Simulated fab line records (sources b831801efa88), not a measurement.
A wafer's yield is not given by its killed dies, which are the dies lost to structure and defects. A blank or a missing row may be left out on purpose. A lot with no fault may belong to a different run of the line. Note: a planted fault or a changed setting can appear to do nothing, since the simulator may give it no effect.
fab line records	flow sky130
record lots=14	wafers=42	last_day=50
route steps=708 shown SD_P@330 SD_N@353 LI_CONTACT@365
lots that met no fault: taken from a fault-free run of the same line
start_h: start of the lot's first displayed wafer, in hours after the record's first day	wait_h: hours elapsed since this lot's preceding step	" same as the row above	L1.1+2: a single row standing in for several wafers	- either no value or no given start	* or withheld: withheld	< > ~ a bound
route shown NAME@n: names a module that has steps shown in the file, with the first one's number in the route	usual: the fault-free wafers' mean and standard deviation	same: alike in all rows	chamber/n: place in a boat	sites: each site's reading	_std_site: standard deviation across them	_edge_site: the outer-site mean with the inner-site mean subtracted	radius_mm: for every site, how far away it sits from the centre of the wafer	mask NAME#n: copy n	behind: the most recent tool/chamber to have shaped the wafer	hold: cause of the lot's hold/its duration in hours/its outcome	device: the n, p or np transistor that did not switch	end of line: at the end of the route, the tests of the same wafers	where a step has no rows: the recipe by itself	killed: dies that structure and defects cost at the first sort, which is not the same as the wafer's yield	map: a wafer's dies, marking killed ones x, the rest . and places with no die _
set.NAME: the setting that was run; set.NAME@STEP: the one run at that earlier step	model.NAME: the simulator's own value behind a step, which no gauge read
one table for each step of the route and one row for each wafer, over a sample of lots
services: the hour from which a tool's chamber was out of use, counted from the record's first day as start_h (under 0 if before that day), plus the number of hours and why
## steps
# step SKY_SD_P_STRIP_10
# recipe chemistry=O2/N2	power_w=1400	pressure_mtorr=1500	platen_temp_c=withheld	o2_flow_sccm=3000	n2_flow_sccm=300	overash_fraction=0.5
# usual chamber_pressure_mTorr=1500.1/1.4	drypump_motor_current_A=5.6/0.47	oes_product_au=0.617/0.0044	strip_time_to_endpoint_s=17.49/0.04
lot.wafer	tool	chamber	start_h	wait_h	chamber_pressure_mTorr	drypump_motor_current_A	oes_product_au	rf_hours_counter_h	strip_time_to_endpoint_s
L935.2	plasma_asher-02	0	591.84	0.1	1498.4	5.3	0.621	47	17.50
L935.3	"	1	"	"	1501.1	5.7	0.617	-	17.53
L935.4	"	0	"	"	1499.1	5.3	0.619	-	17.48
L936.4	plasma_asher-02	0	597.80	0.1	1499.7	5.3	0.616	-	17.45
L936.5	"	0	"	"	1502.2	5.3	0.611	-	17.49
L936.6	"	1	"	"	1498.5	5.7	0.612	-	17.48
L937.1	plasma_asher-02	1	609.73	0.1	1499.8	5.7	0.621	49	17.49
L937.2	"	0	"	"	1500.1	5.3	0.615	49	17.55
L937.6	"	0	"	"	1499.9	5.3	0.626	-	17.49
L938.1	plasma_asher-04	0	627.12	0.1	1500.8	5.0	0.608	80	17.43
L938.4	"	0	"	"	1502.6	5.0	0.624	-	17.46
L938.6	"	0	"	"	1499.2	5.0	0.619	-	17.45
L939.3	plasma_asher-02	1	637.59	0.1	1499.6	5.7	0.616	-	17.57
L939.5	"	1	"	"	1502.7	5.7	0.617	-	17.51
L939.6	"	0	"	"	1501.4	5.3	0.617	-	17.50
L941.1	plasma_asher-04	0	657.14	0.1	1497.5	5.0	0.616	83	17.52
L941.2	"	1	"	"	1500.1	6.4	0.627	83	17.51
L941.6	"	1	"	"	1498.2	6.4	0.612	-	17.45
L942.1	plasma_asher-04	0	665.86	0.1	1502.0	5.0	0.622	84	17.50
L942.2	"	1	"	"	1503.1	6.3	0.617	84	17.48
L942.4	"	1	"	"	1498.8	6.3	0.611	-	17.51
L946.1	plasma_asher-02	1	697.44	0.1	1500.8	5.7	0.614	58	17.52
L946.4	"	1	"	"	1503.0	5.7	0.622	-	17.56
L946.5	"	1	"	"	1499.4	5.7	0.624	-	17.52
L952.2	plasma_asher-04	0	743.76	0.1	1501.4	5.0	0.611	92	17.50
L952.4	"	1	"	"	1501.0	6.3	0.617	-	17.55
L952.6	"	1	"	"	1501.1	6.3	0.610	-	17.55
L953.4	plasma_asher-04	0	752.19	0.1	1499.9	5.0	0.616	-	17.47
L953.5	"	0	"	"	1499.1	5.0	0.616	-	17.49
L953.6	"	1	"	"	1500.8	6.3	0.615	-	17.48
L954.2	plasma_asher-03	1	753.56	0.1	1496.4	5.8	0.615	1	17.48
L954.3	"	1	"	"	1501.2	5.8	0.613	-	17.46
L954.4	"	0	"	"	1502.5	5.5	0.617	-	17.55
L955.3	plasma_asher-02	1	762.25	0.1	1499.6	5.7	0.620	-	17.46
L955.4	"	0	"	"	1498.5	5.3	0.619	-	17.50
L955.5	"	1	"	"	1499.6	5.7	0.619	-	17.53
L956.2	plasma_asher-02	0	767.92	0.1	1502.9	5.3	0.622	66	17.48
L956.5	"	1	"	"	1497.7	5.7	0.613	-	17.48
L956.6	"	0	"	"	1498.5	5.3	0.608	-	17.49
L958.1	plasma_asher-03	0	782.02	0.1	1501.1	5.5	0.618	4	17.50
L958.2	"	1	"	"	1501.6	5.8	0.615	4	17.49
L958.6	"	1	"	"	1496.2	5.8	0.601	-	17.49
# step SKY_SD_P_TW_MEAS_11
# usual SD_P_TW=2830/17
lot.wafer	tool	chamber	start_h	wait_h	SD_P_TW
L935.2	film_metro-03	-	591.95	0.1	2816
L935.3	"	-	"	"	2840
L935.4	"	-	"	"	2832
L936.4	film_metro-01	-	597.90	0.1	2864
L936.5	"	-	"	"	2850
L936.6	"	-	"	"	2854
L937.1	film_metro-02	-	609.83	0.1	2818
L937.2	"	-	"	"	2832
L937.6	"	-	"	"	2821
L938.1	film_metro-03	-	627.22	0.1	2835
L938.4	"	-	"	"	2842
L938.6	"	-	"	"	2841
L939.3	film_metro-02	-	637.68	0.1	2810
L939.5	"	-	"	"	2811
L939.6	"	-	"	"	2801
L941.1	film_metro-02	-	657.24	0.1	2826
L941.2	"	-	"	"	2820
L941.6	"	-	"	"	2823
L942.1	film_metro-01	-	665.96	0.1	2846
L942.2	"	-	"	"	2859
L942.4	"	-	"	"	2837
L946.1	film_metro-02	-	697.54	0.1	2821
L946.4	"	-	"	"	2805
L946.5	"	-	"	"	2800
L952.2	film_metro-01	-	743.87	0.1	2837
L952.4	"	-	"	"	2853
L952.6	"	-	"	"	2843
L953.4	film_metro-03	-	752.29	0.1	2833
L953.5	"	-	"	"	2841
L953.6	"	-	"	"	2836
L954.2	film_metro-03	-	753.67	0.1	2837
L954.3	"	-	"	"	2836
L954.4	"	-	"	"	2838
L955.3	film_metro-01	-	762.34	0.1	2841
L955.4	"	-	"	"	2846
L955.5	"	-	"	"	2854
L956.2	film_metro-02	-	768.03	0.1	2818
L956.5	"	-	"	"	2824
L956.6	"	-	"	"	2815
L958.1	film_metro-01	-	782.12	0.1	2844
L958.2	"	-	"	"	2836
L958.6	"	-	"	"	2829
# step SKY_SD_N_STRIP_11
# recipe chemistry=O2/N2	power_w=1400	pressure_mtorr=1500	platen_temp_c=withheld	o2_flow_sccm=3000	n2_flow_sccm=300	overash_fraction=0.5
# usual chamber_pressure_mTorr=1499.8/1.4	drypump_motor_current_A=5.6/0.53	oes_product_au=0.528/0.0046	strip_time_to_endpoint_s=22.55/0.051
lot.wafer	tool	chamber	start_h	wait_h	chamber_pressure_mTorr	drypump_motor_current_A	oes_product_au	rf_hours_counter_h	strip_time_to_endpoint_s
L935.2	plasma_asher-04	1	652.71	0.1	1498.9	6.3	0.525	82	22.54
L935.3	"	1	"	"	1498.4	6.4	0.524	-	22.54
L935.4	"	0	"	"	1499.9	5.0	0.529	-	22.51
L936.4	plasma_asher-01	0	657.00	0.1	1499.6	5.0	0.528	-	22.48
L936.5	"	0	"	"	1499.3	5.0	0.524	-	22.52
L936.6	"	1	"	"	1497.8	6.1	0.525	-	22.51
L937.1	plasma_asher-01	1	669.26	0.1	1498.6	6.1	0.524	24	22.61
L937.2	"	0	"	"	1498.8	5.0	0.526	24	22.65
L937.6	"	0	"	"	1500.6	5.0	0.527	-	22.68
L938.1	plasma_asher-01	0	686.02	0.1	1501.4	5.0	0.525	25	22.54
L938.4	"	1	"	"	1500.5	6.1	0.528	-	22.51
L938.6	"	0	"	"	1499.5	5.0	0.533	-	22.59
L939.3	plasma_asher-01	1	696.00	0.1	1498.7	6.1	0.530	-	22.59
L939.5	"	1	"	"	1499.8	6.1	0.528	-	22.53
L939.6	"	0	"	"	1499.2	5.0	0.525	-	22.54
L941.1	plasma_asher-02	1	714.76	0.1	-	-	-	-	-
L941.2	"	0	"	"	-	-	-	-	-
L941.6	"	0	"	"	-	-	-	-	-
L942.1	plasma_asher-01	1	724.41	0.1	-	-	-	-	-
L942.2	"	0	"	"	-	-	-	-	-
L942.4	"	0	"	"	-	-	-	-	-
L946.1	plasma_asher-02	0	754.67	0.1	1499.0	5.3	0.530	64	22.53
L946.4	"	0	"	"	1502.6	5.3	0.523	-	22.55
L946.5	"	1	"	"	1499.7	5.7	0.523	-	22.54
L952.2	plasma_asher-02	1	797.62	0.1	1498.2	5.7	0.527	69	22.54
L952.4	"	0	"	"	1499.7	5.3	0.533	-	22.51
L952.6	"	1	"	"	1498.3	5.7	0.532	-	22.53
L953.4	plasma_asher-02	0	806.30	0.1	1502.8	5.3	0.526	-	22.53
L953.5	"	0	"	"	1500.5	5.3	0.525	-	22.55
L953.6	"	1	"	"	1501.8	5.7	0.524	-	22.59
L954.2	plasma_asher-01	0	807.16	0.1	1499.0	5.0	0.529	37	22.59
L954.3	"	0	"	"	1499.7	5.0	0.533	-	22.62
L954.4	"	1	"	"	1500.8	6.1	0.526	-	22.63
L955.3	plasma_asher-02	0	815.74	0.1	1500.6	5.3	0.531	-	22.57
L955.4	"	1	"	"	1500.9	5.7	0.523	-	22.58
L955.5	"	1	"	"	1502.4	5.7	0.526	-	22.54
L956.2	plasma_asher-04	0	821.97	0.1	1499.7	5.0	0.526	99	22.50
L956.5	"	0	"	"	1499.6	5.0	0.523	-	22.49
L956.6	"	1	"	"	1499.6	6.3	0.535	-	22.50
L958.1	plasma_asher-02	0	836.21	0.1	1499.5	5.3	0.524	73	22.59
L958.2	"	1	"	"	1501.1	5.7	0.518	73	22.57
L958.6	"	1	"	"	1502.4	5.7	0.528	-	22.60
# step SKY_LI_CONTACT_BOW_MEAS_03
# recipe mode=bow
# usual LI_CONTACT_BOW=55/6.6
lot.wafer	tool	chamber	start_h	wait_h	hold	LI_CONTACT_BOW[um]
L935.2	film_metro-02	-	653.96	0.2	-	54
L935.3	"	-	"	"	-	59
L935.4	"	-	"	"	-	66
L936.4	film_metro-02	-	658.25	0.3	-	56
L936.5	"	-	"	"	-	52
L936.6	"	-	"	"	-	54
L937.1	film_metro-02	-	670.49	0.1	-	48
L937.2	"	-	"	"	-	58
L937.6	"	-	"	"	-	51
L938.1	film_metro-02	-	687.25	0.2	-	58
L938.4	"	-	"	"	-	61
L938.6	"	-	"	"	-	62
L939.3	film_metro-03	-	697.23	0.1	-	60
L939.5	"	-	"	"	-	62
L939.6	"	-	"	"	-	46
L941.1	film_metro-03	-	716.10	0.1	await_dispo/0.2h/release	47
L941.2	"	-	"	"	await_dispo/0.2h/release	44
L941.6	"	-	"	"	await_dispo/0.2h/release	45
L941.1	film_metro-03	-	716.39	0.3	-	-
L941.2	"	-	"	"	-	-
L941.6	"	-	"	"	-	-
L942.1	film_metro-01	-	725.69	0.1	-	51
L942.2	"	-	"	"	-	37
L942.4	"	-	"	"	-	60
L946.1	film_metro-01	-	755.95	0.2	-	54
L946.4	"	-	"	"	-	47
L946.5	"	-	"	"	-	58
L952.2	film_metro-01	-	798.86	0.2	-	58
L952.4	"	-	"	"	-	63
L952.6	"	-	"	"	-	54
L953.4	film_metro-03	-	807.55	0.2	-	57
L953.5	"	-	"	"	-	58
L953.6	"	-	"	"	-	44
L954.2	film_metro-03	-	808.40	0.3	-	64
L954.3	"	-	"	"	-	55
L954.4	"	-	"	"	-	60
L955.3	film_metro-03	-	816.97	0.3	-	50
L955.4	"	-	"	"	-	52
L955.5	"	-	"	"	-	61
L956.2	film_metro-03	-	823.22	0.2	-	67
L956.5	"	-	"	"	-	54
L956.6	"	-	"	"	-	65
L958.1	film_metro-03	-	837.43	0.1	-	58
L958.2	"	-	"	"	-	57
L958.6	"	-	"	"	-	52
## services
tool	chamber	start_h	hours	kind
plasma_asher-01	-	571.96	3.2	repair
plasma_asher-02	-	572.81	2.8	pm
plasma_asher-01	-	633.67	4.3	pm
plasma_asher-03	-	662.96	4.0	repair
plasma_asher-03	-	674.01	1.2	repair
plasma_asher-03	-	733.75	9.0	pm
plasma_asher-03	0	733.75	9.0	vent_cycle
plasma_asher-03	1	733.75	9.0	vent_cycle
plasma_asher-03	0	742.75	-	clean
plasma_asher-03	1	742.75	-	clean
plasma_asher-03	-	749.81	1.8	repair
## key
first_sign step=SKY_SD_N_STRIP_11	reading=tool_record	direction=missing
effect step=SKY_LI_CONTACT_BOW_MEAS_03	reading=visit	direction=added
met_at SKY_SD_N_STRIP_11
struck_lots L941,L942
later_rows_left_out L941.1,L941.2,L941.6,L942.1,L942.2,L942.4
sort_left_out L941.1,L941.2,L941.6,L942.1,L942.2,L942.4
tester_left_out L941,L942
not_acting_at SKY_SD_P_STRIP_10,SKY_SD_P_TW_MEAS_11
onset_between 696.00 714.76
fault kind=skipped_step_whole	tool=plasma_asher-01,plasma_asher-02	chamber=-	onset_h=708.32	steps=SKY_SD_N_STRIP_11	scope=struck_lots_only
# tester_left_out: of these lots the tester's yield and bins aren't shown, on N5 and GAA mostly nor the transistor test; their killed dies are dies lost to structure and defects alone, not to doping, threshold or leakage, so they don't give the yield
# sort_left_out: the simulated sort isn't trusted on such a fault, so these wafers' sort isn't shown, and their yield isn't known
# later_rows_left_out: the simulator's readings of these wafers behind a module that went badly wrong aren't trusted and aren't shown, but for the sort
